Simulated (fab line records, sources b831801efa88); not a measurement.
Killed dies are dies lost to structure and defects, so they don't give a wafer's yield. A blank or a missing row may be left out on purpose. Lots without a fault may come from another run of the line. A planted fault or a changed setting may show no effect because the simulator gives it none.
A struck lot beside a sound one | flow sfq_line | 42 steps out of a route of 325
Sound: wafers L388.3, L388.4, L388.6. Struck: wafers L382.2, L382.3, L382.6. The cause comes at the end.
At each step with rows: each side's tool, then ch and its chambers, then its first start. Under that, the readings that differ: sound wafers | struck wafers | difference of the means | sigmas: that difference in standard deviations of wafers without a fault.
alike: readings whose means differ by less than 2 such deviations, and words and numbers that are the same on both sides. not compared: withheld readings, readings that some wafer has no value for, bounds like >300 that may hide the same value, and numbers for which the record gives no deviation and whose values overlap.
The two part at a step that has a row with sigmas, a row that says differs or no value, or rows on one side only. Numbers that don't overlap but have no deviation are shown without sigmas and don't part them. A reading that every wafer of one side lacks parts them only if that side has two wafers or more.

first, 1 step without rows for these wafers: SFQ_TRILAYER_I6_CMP_CMP_166 (polishes SiO2).
SFQ_I6_BOW_MEAS_941:
  sound on film_metro-04, day 72 11:04; struck on film_metro-03, day 69 19:35
  reading     | sound    | struck    | difference | sigmas
  I6_BOW (um) | 17 25 19 | -15 -8 -6 | -30        | -2
then, 7 steps without rows for these wafers: SFQ_TRILAYER_I6_METRO_MEASURE_167; SFQ_TRILAYER_I6_VIA_LITHO_COAT_174 (resist thk 62 nm); SFQ_TRILAYER_I6_VIA_LITHO_COAT_169 (resist thk 650 nm); SFQ_TRILAYER_I6_VIA_LITHO_SOFTBAKE_173; SFQ_TRILAYER_I6_VIA_LITHO_EXPOSE_170 (exposes mask I6, target cd 700 nm); SFQ_TRILAYER_I6_VIA_LITHO_PEB_172 (peb time 60 s); SFQ_TRILAYER_I6_VIA_LITHO_DEVELOP_171 (time 60 s).
-- the record jumps here: 4 days lie between the struck wafers' starts before and after --
SFQ_I6_OVL_MEAS_942:
  sound on overlay-01, day 76 03:23; struck on overlay-01, day 73 13:56
  alike: I6_OVL
then, 2 steps without rows for these wafers: SFQ_TRILAYER_I6_VIA_BARC_OPEN_VIA_ETCH_235 (etches BARC in O2, target depth 125 nm, time 41.7 s); SFQ_TRILAYER_I6_VIA_ETCH_VIA_ETCH_172 (etches SiO2 in CHF3, stops on Nb, target depth 260 nm).
SFQ_TRILAYER_I6_VIA_STRIP_STRIP_173: strips in O2.
  sound on rie_metal-02 ch 0,1, day 76 03:46; struck on rie_metal-01 ch 0,1, day 73 14:08
  no value came back on the struck wafers for chamber_pressure_mTorr (mTorr), drypump_motor_current_A (A), oes_product_au (a.u.); on the sound wafers chamber_pressure_mTorr (mTorr) reads 49.96 49.97 49.92
  reading                                                  | sound | struck            | difference | sigmas
  model.KrF_of_TRILAYER_I6_VIA_LITHO_COAT_169.thk_nm (nm)  | 0 0 0 | 528.5 526.6 525.6 | +526.9     |
  model.BARC_of_TRILAYER_I6_VIA_LITHO_COAT_174.thk_nm (nm) | 0 0 0 | 61.83 62.05 61.95 | +61.94     |
  not compared: rf_hours_counter_h
then, 2 steps without rows for these wafers: SFQ_TRILAYER_I6_VIA_STRIP_SOLV_CLEAN_174 (cleans in NMP, time 600 s); SFQ_TRILAYER_M7_DEP_PRE_CLEAN_176 (time 22.5 s).
SFQ_TRILAYER_M7_DEP_SPUTTER_175: material Nb, target thk 200 nm, time 133.3 s.
  sound on pvd_sputter-03, day 76 04:23; struck on pvd_sputter-03, day 73 14:56
  alike: base_pressure_pa, throttle_valve_pct
SFQ_M7_RS_MEAS_943: measures by four-point-probe.
  sound on film_metro-01, day 76 04:31; struck on film_metro-04, day 73 15:02
  alike: M7_NB_RS
then, 6 steps without rows for these wafers: SFQ_TRILAYER_M7_LITHO_COAT_182 (resist thk 62 nm); SFQ_TRILAYER_M7_LITHO_COAT_177 (resist thk 600 nm); SFQ_TRILAYER_M7_LITHO_SOFTBAKE_181; SFQ_TRILAYER_M7_LITHO_EXPOSE_178 (exposes mask M7, target cd 500 nm); SFQ_TRILAYER_M7_LITHO_PEB_180 (peb time 60 s); SFQ_TRILAYER_M7_LITHO_DEVELOP_179 (time 60 s).
SFQ_M7_OVL_MEAS_945:
  sound on overlay-02, day 76 06:55; struck on overlay-01, day 73 17:28
  alike: M7_OVL
SFQ_TRILAYER_M7_BARC_OPEN_METAL_ETCH_229: etches BARC in O2, target depth 125 nm, time 41.7 s.
  sound on rie_metal-03 ch 0,1, day 76 06:57; struck on rie_metal-04 ch 0,1, day 73 17:29
  alike: drypump_motor_current_A, oes_product_au
  not compared: rf_hours_counter_h
then, 1 step without rows for these wafers: SFQ_TRILAYER_M7_ETCH_METAL_ETCH_180 (etches Nb in Cl2/Ar, stops on SiO2, target depth 240 nm, time 120 s).
SFQ_TRILAYER_M7_STRIP_STRIP_181: strips in O2.
  sound on rie_metal-03 ch 0,1, day 76 07:19; struck on rie_metal-04 ch 0,1, day 73 17:40
  alike: chamber_pressure_mTorr, drypump_motor_current_A, oes_product_au
  not compared: rf_hours_counter_h
then, 1 step without rows for these wafers: SFQ_TRILAYER_M7_STRIP_SOLV_CLEAN_182 (cleans in NMP, time 600 s).
SFQ_TRILAYER_I7_DEP_PECVD_183: deposits SiO2 from SiH4/N2O, time 111.11 s, target thk 500 nm.
  sound on pecvd-01 ch 0,1, day 76 07:53; struck on pecvd-01 ch 0,1,2, day 73 18:27
  alike: heater_power_w, throttle_valve_pct
SFQ_TRILAYER_I7_CMP_CMP_184: polishes SiO2.
  sound on cmp-02 ch 0,2,3, day 76 08:28; struck on cmp-01 ch 0,1,2, day 73 20:41
  alike: head_pressure_psi, motor_current_A, time_to_endpoint_s
SFQ_I7_BOW_MEAS_946:
  sound on film_metro-03, day 76 11:01; struck on film_metro-03, day 73 22:43
  reading     | sound    | struck     | difference | sigmas
  I7_BOW (um) | 21 29 21 | -17 -10 -8 | -35        | -3
then, 7 steps without rows for these wafers: SFQ_TRILAYER_I7_METRO_MEASURE_185; SFQ_TRILAYER_I7_VIA_LITHO_COAT_192 (resist thk 62 nm); SFQ_TRILAYER_I7_VIA_LITHO_COAT_187 (resist thk 650 nm); SFQ_TRILAYER_I7_VIA_LITHO_SOFTBAKE_191; SFQ_TRILAYER_I7_VIA_LITHO_EXPOSE_188 (exposes mask I7, target cd 1000 nm); SFQ_TRILAYER_I7_VIA_LITHO_PEB_190 (peb time 60 s); SFQ_TRILAYER_I7_VIA_LITHO_DEVELOP_189 (time 60 s).
SFQ_I7_OVL_MEAS_947:
  sound on overlay-01, day 80 03:31; struck on overlay-01, day 74 02:22
  alike: I7_OVL
then, 2 steps without rows for these wafers: SFQ_TRILAYER_I7_VIA_BARC_OPEN_VIA_ETCH_260 (etches BARC in O2, target depth 125 nm, time 41.7 s); SFQ_TRILAYER_I7_VIA_ETCH_VIA_ETCH_190 (etches SiO2 in CHF3, stops on Nb, target depth 260 nm).
-- the record jumps here: 4 days lie between the struck wafers' starts before and after --
SFQ_M8_BOW_MEAS_951:
  sound on film_metro-01, day 80 10:38; struck on film_metro-01, day 78 00:56
  reading                 | sound                | struck            | difference | sigmas
  M8_BOW (um)             | 22 28 21             | -17 -8 -8         | -35        | -3
  model.etest.m7.ohm_sq   | 0.8745 0.9049 0.8937 | 1e+06 1e+06 1e+06 | +1e+06     |
  model.etest.i7.link_ohm | 1.04 1.069 1.055     | 1e+06 1e+06 1e+06 | +1e+06     |
  model.etest.m7.ohm_um   | 1.756 1.811 1.794    | 1e+06 1e+06 1e+06 | +1e+06     |
  model.etest.i6.link_ohm | 1.847 1.889 1.872    | 1e+06 1e+06 1e+06 | +1e+06     |

WHERE THEY PART
First at SFQ_I6_BOW_MEAS_941; last, within this record, at SFQ_M8_BOW_MEAS_951.

WHY: what the simulator had put in
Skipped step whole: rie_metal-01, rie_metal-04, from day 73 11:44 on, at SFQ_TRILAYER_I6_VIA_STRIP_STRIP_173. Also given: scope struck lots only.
